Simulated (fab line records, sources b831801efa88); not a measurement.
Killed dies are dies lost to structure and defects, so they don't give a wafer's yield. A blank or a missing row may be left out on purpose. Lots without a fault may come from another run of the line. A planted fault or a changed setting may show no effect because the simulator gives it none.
Problem report in the 8D (eight disciplines) form, filled by code | flow gf180mcu | the parts of the form that need people (team, actions taken, sign-off) are left out

1. THE PROBLEM
HV_LDD_4_TW at GF_HV_LDD_TW_MEAS_50 reads a mean of 678 on 6 wafers of 2 lots; wafers without a fault read 568 with a standard deviation of 8.6. That is +13 standard deviations from the usual mean.
First seen on wafer L957.2, day 18 07:23, on film_metro-04. The record holds 42 wafers of 14 lots with a number at this step. Rule for "out", or "out of limits": more than 4 standard deviations from the usual mean. The other wafers with a number count as sound.

2. WHAT IT IS AND WHAT IT IS NOT
question                    | is                     | is not
which readings at this step | HV_LDD_4_TW            | -
which lots                  | L957, L958             | L939, L940, L941, L943, L944, L947, L948, L949, L952, L956, L961, L962
which wafers of those lots  | all that have a number | -
read on which gauges        | film_metro-04          | film_metro-01, film_metro-02
when                        | from day 18 07:23      | up to then (30 sound wafers); but 6 sound wafers of L961, L962 came after

3. SUSPECTS, AND WHAT RULES EACH OUT
Counting: a tool at a process step up to the reading stays a suspect if it ran every lot that is out and no sound lot after the first of them.
- the gauge at GF_HV_LDD_TW_MEAS_50: ruled out. All the wafers that are out were read on film_metro-04, but those of them that GF_HV_LDD_IMPLANT_48 has rows for are out there too, on other tools.
- implanter-04 at GF_HV_LDD_IMPLANT_48: kept. It ran every lot that is out, first L957 (day 18 07:09), and no sound lot after that; its last sound lot up to then is L956 (day 18 06:01). Its own readings are out on those wafers: dose_ions_cm2, faraday_current_uA.
Left after counting: implanter-04 at GF_HV_LDD_IMPLANT_48.

4. THE CAUSE (what the simulator had put in)
Process parameter drift: implanter-04, from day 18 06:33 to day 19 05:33, at GF_HV_LDD_IMPLANT_48. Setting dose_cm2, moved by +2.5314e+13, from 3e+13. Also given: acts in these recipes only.
Counting left only this tool.

5. THE CHAIN OF EFFECTS, in route order
Each row: a reading whose mean over the struck wafers that have a number lies more than 3 standard deviations from the usual. Only readings for which the record gives a usual standard deviation are gone through. hours: the time from each lot's start at the first step in this table that gives one to its start at this step, as a median over the lots. sigmas: the change in usual standard deviations.
hours | step                 | reading            | usual | on struck wafers | change | sigmas
0     | GF_HV_LDD_IMPLANT_48 | dose_ions_cm2      | 3e+13 | 6e+13            | +3e+13 | +99 or more
0     | GF_HV_LDD_IMPLANT_48 | faraday_current_uA | 169   | 311              | +142   | +43
0     | GF_HV_LDD_TW_MEAS_50 | HV_LDD_4_TW        | 568   | 678              | +110   | +13
The process steps in it:
- GF_HV_LDD_IMPLANT_48
Later measuring or inspecting steps at which every struck wafer that the step has a row for has a number for every such reading, and none has moved that far: GF_NSD_CD_MEAS_07.

6. WHAT WOULD HAVE CAUGHT IT SOONER
In this record the first reading out of limits at a measuring or inspecting step was taken at day 18 07:23, 1 hour after the fault began at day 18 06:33.
The tool's own readings at GF_HV_LDD_IMPLANT_48 were out on every struck wafer that the step has a row for (dose_ions_cm2, faraday_current_uA): an alarm limit on them would have fired on the first of those.
Of the lots that are out (2), L958 began GF_HV_LDD_IMPLANT_48 on implanter-04 after day 18 07:23. A hold on the tool at that time would have spared it.
